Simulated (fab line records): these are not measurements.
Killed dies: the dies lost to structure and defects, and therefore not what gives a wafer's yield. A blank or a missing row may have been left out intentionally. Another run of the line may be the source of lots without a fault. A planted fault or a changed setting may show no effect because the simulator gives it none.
A struck lot beside a sound one / flow sky130 / 15 out of 708 route steps
Sound: the wafers L636.2, L636.5, L636.6. The struck wafers were L641.3, L641.4, L641.6. At the end, the cause is stated.
At each step with rows: each side's tool, then ch and its chambers, then its first start. Under that, the readings that differ: sound wafers / struck wafers / difference of the means / sigmas: that difference in standard deviations of wafers without a fault.
alike: readings whose means differ by less than 2 such deviations, and words and numbers that are the same on both sides. not compared: withheld readings, readings that some wafer has no value for, bounds like >300 that may hide the same value, and numbers for which the record gives no deviation and whose values overlap.
The two part at a step that has a row with sigmas, a row that says differs or no value, or rows on one side only. Numbers that don't overlap but have no deviation are shown without sigmas and don't part them. A reading that every wafer of one side lacks parts them only if that side has two wafers or more.

SKY_VT_ADJUST_PCH_TW_MEAS_10:
  sound on filmMetro-01 at day 10 14:35; struck on filmMetro-03 at day 12 04:51
reading=VT_ADJUST_PCH_TW; sound=140.3 140.0 139.9; struck=145.4 145.0 144.5; difference=+4.9; sigmas=+2
then, 7 steps without rows for these wafers: SKY_SONOS_TUNNEL_DEHYDRATE_00 (time 60 s); SKY_SONOS_TUNNEL_HMDS_01 (prime time 60 s); SKY_SONOS_TUNNEL_COAT_02 (resist thk 1140 nm); SKY_SONOS_TUNNEL_SOFTBAKE_03 (time 60 s); SKY_SONOS_TUNNEL_EXPOSE_04 (exposes mask TUNM, target cd 410 nm); SKY_SONOS_TUNNEL_PEB_05; SKY_SONOS_TUNNEL_DEVELOP_06 (develop time 60 s).
SKY_SONOS_TUNNEL_CD_MEAS_07 targets a cd of 410 nm.
  sound on cdSem-02 at day 11 14:01; struck on cdSem-02 at day 13 04:49
reading=cdNm (nm); sound=404.7 408.3 408.5; struck=414.9 412.2 415.1; difference=+6.9; sigmas=+3
SKY_SONOS_TUNNEL_OVL_MEAS_08:
  sound on overlay-02 at day 11 14:07; struck on overlay-02 at day 13 04:54
  alike: SONOS_TUNNEL_OVL
then, 2 steps without rows for these wafers: SKY_SONOS_TUNNEL_IMPLANT_09; SKY_SONOS_TUNNEL_WET_ETCH_10 (etches SiO2 in dHF, target depth 14 nm, time 280 s).
SKY_SONOS_TUNNEL_STRIP_11: strips in SPM, time 600 s.
  sound on wetBench-03 ch 2, day 11 14:23; struck on wetBench-03 ch 0, day 13 05:10
  no value came back on the struck wafers for bathGuardTempC (C), bathHeatDutyPct (%); on the sound wafers bathGuardTempC (C) reads 130.6 130.3 130.9
reading=model.NOVOLAK_of_SONOS_TUNNEL_COAT_02.thkNm (nm); sound=0 0 0; struck=1136 1140 1137; difference=+1138; sigmas=
SKY_SONOS_TUNNEL_TW_MEAS_12:
  sound on filmMetro-01 at day 11 14:34; struck on filmMetro-01 at day 13 05:23
  alike: SONOS_TUNNEL_TW
-- the record jumps here: 34 days lie between the struck wafers' starts before and after (it left off in module SONOS_TUNNEL and takes up again in module PAD_OPEN, whose first step shown is number 708 of the route) --
SKY_PAD_OPEN_PROBE_99:
  only the struck wafers here have rows in the record (prober-01, day 47 10:49); the sound ones have none

WHERE THEY PART
Earliest at SKY_VT_ADJUST_PCH_TW_MEAS_10; latest, in this record, at SKY_PAD_OPEN_PROBE_99.

WHY: whatever the simulator had introduced
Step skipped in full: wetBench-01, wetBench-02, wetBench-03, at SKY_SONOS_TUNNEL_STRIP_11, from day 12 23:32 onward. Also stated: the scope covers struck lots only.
